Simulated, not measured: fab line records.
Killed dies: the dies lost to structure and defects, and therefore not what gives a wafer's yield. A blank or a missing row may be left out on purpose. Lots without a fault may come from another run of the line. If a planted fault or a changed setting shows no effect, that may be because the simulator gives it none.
The tool behind it: which one? / flow sky130 / 36 wafers from 12 lots sampled at 2 of the route's 708 steps

== WHAT THE GAUGES SHOWED, per wafer ==
SKY_METAL2_CD_MEAS_15 targets a cd of 140 nm. Usual: 140.2 nm for cd-nm, sd 1.7.
lot=L645; measured=day 34 21:40; on=cd-sem-01; cd-nm (nm)=139.5 141.0 139.8; flag=
lot=L648; measured=day 36 09:55; on=cd-sem-01; cd-nm (nm)=139.0 138.8 142.6; flag=
lot=L650; measured=day 36 18:53; on=cd-sem-01; cd-nm (nm)=142.5 141.0 141.9; flag=
lot=L651; measured=day 37 05:10; on=cd-sem-02; cd-nm (nm)=141.2 143.0 142.8; flag=
lot=L652; measured=day 37 09:26; on=cd-sem-02; cd-nm (nm)=140.7 138.6 138.6; flag=
lot=L654; measured=day 38 07:06; on=cd-sem-02; cd-nm (nm)=141.5 140.5 139.3; flag=
lot=L655; measured=day 38 15:09; on=cd-sem-02; cd-nm (nm)=140.1 139.3 141.4; flag=
lot=L659; measured=day 39 10:32; on=cd-sem-02; cd-nm (nm)=141.0 141.8 140.9; flag=
lot=L661; measured=day 40 03:09; on=cd-sem-02; cd-nm (nm)=139.7 140.7 139.4; flag=
lot=L662; measured=day 40 05:28; on=cd-sem-01; cd-nm (nm)=141.9 141.0 141.4; flag=
lot=L663; measured=day 40 10:20; on=cd-sem-02; cd-nm (nm)=139.3 138.3 139.4; flag=
lot=L664; measured=day 41 08:16; on=cd-sem-01; cd-nm (nm)=139.5 139.3 138.9; flag=

SKY_VIA2_BOW_MEAS_03. Usual: VIA2_BOW gives 87 um (standard deviation 7.2).
lot=L645; measured=day 34 23:10; on=film-metro-02; VIA2_BOW (um)=97 81 76; flag=
lot=L648; measured=day 36 11:23; on=film-metro-02; VIA2_BOW (um)=99 92 87; flag=
lot=L650; measured=day 36 20:29; on=film-metro-04; VIA2_BOW (um)=85 88 78; flag=
lot=L651; measured=day 37 06:47; on=film-metro-03; VIA2_BOW (um)=79 81 80; flag=
lot=L652; measured=day 37 11:05; on=film-metro-02; VIA2_BOW (um)=81 78 100; flag=
lot=L654; measured=day 38 08:34; on=film-metro-04; VIA2_BOW (um)=95 90 94; flag=
lot=L655; measured=day 38 16:36; on=film-metro-04; VIA2_BOW (um)=92 94 98; flag=
lot=L659; measured=day 39 11:58; on=film-metro-04; VIA2_BOW (um)=81 95 87; flag=
lot=L661; measured=day 40 04:36; on=film-metro-04; VIA2_BOW (um)=89 86 89; flag=
lot=L662; measured=day 40 06:53; on=film-metro-02; VIA2_BOW (um)=86 85 87; flag=
lot=L663; measured=day 40 11:46; on=film-metro-02; VIA2_BOW (um)=90 101 100; flag=
lot=L664; measured=day 41 09:41; on=film-metro-02; VIA2_BOW (um)=84 88 90; flag=

== EACH LOT AND THE TOOL THAT RAN IT (in order: tool; ch and the chambers of the sampled wafers; start) ==
The record holds no process step before these readings.

== AS READ BY THE TOOLS THEMSELVES (means over the sampled wafers that have a number; for cases with no such wafer, the mark the record gives instead) ==
The record holds no such reading with a usual standard deviation.

== THE ANSWER, worked out from the rows above alone ==
Rule: a lot is off if the mean of its wafers that have a number lies more than 3 standard deviations from the usual mean. Also off: a lot with no number at a reading for which 4 or more lots have one. Where the step has rows for the other lots, those lots are counted as sound. Order of review: gauges by route order, followed by the tools' own readings, for which a lot's mean as printed above is used. The first step at which some lot is off is used, and at that step the reading that is off furthest; a lot without a number counts as furthest.
Nothing can be told from this: no lot is off at any reading shown.

== WHAT THE SIMULATOR PUT IN ==
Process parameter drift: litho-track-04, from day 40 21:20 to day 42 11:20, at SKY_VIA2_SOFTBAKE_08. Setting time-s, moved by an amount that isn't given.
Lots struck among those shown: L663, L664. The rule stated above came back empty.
